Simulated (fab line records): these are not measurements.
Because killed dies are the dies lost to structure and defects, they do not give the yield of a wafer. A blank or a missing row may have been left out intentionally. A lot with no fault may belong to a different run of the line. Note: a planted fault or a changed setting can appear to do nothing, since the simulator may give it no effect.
Matching of chambers | flow gf180mcu | GF_V2_CMP_04 on cmp-01 has 4 sister chambers
The step polishes SiO2. 4 wafers are shown with their chamber, then 7 later ones without.

EACH WAFER AND ITS CHAMBER
wafer  | chamber | motor current A (A)
L130.2 | 2       | 12.7
L130.5 | 0       | 11.0
L131.2 | 1       | 12.2
L131.3 | 3       | 10.5

WAFERS WHOSE CHAMBER IS MISSING
wafer  | motor current A (A)
L131.6 | 11.1
L136.2 | 10.2
L136.3 | 12.4
L136.4 | 11.1
L137.2 | 10.3
L137.3 | 10.5
L137.5 | 10.7

WHICH CHAMBER EACH ONE RAN IN
wafer  | from the rows above     | in truth
L131.6 | 0                       | 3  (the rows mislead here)
L136.2 | 3                       | 3
L136.3 | can't be placed: 1 or 2 | 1
L136.4 | 0                       | 0
L137.2 | 3                       | 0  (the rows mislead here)
L137.3 | 3                       | 3
L137.5 | can't be placed: 3 or 0 | 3
Correct placement for 3 of the 7. These rows do not allow placing 2 (true chamber among the candidates in 2). 2 placed wrongly.
How it was worked out, from the rows above alone: a wafer's distance from a chamber is the root of the sum, over the readings, of the square of ((its reading less the chamber's mean) divided by the reading's scatter). If the next closest chamber is less than 2 further off than the closest, the wafer can't be placed; otherwise it belongs to the closest. For every chamber, the mean is computed from those of its wafers that are shown. The scatter: root of mean squared gap, hidden wafer to nearest shown wafer, with one shown wafer a chamber.
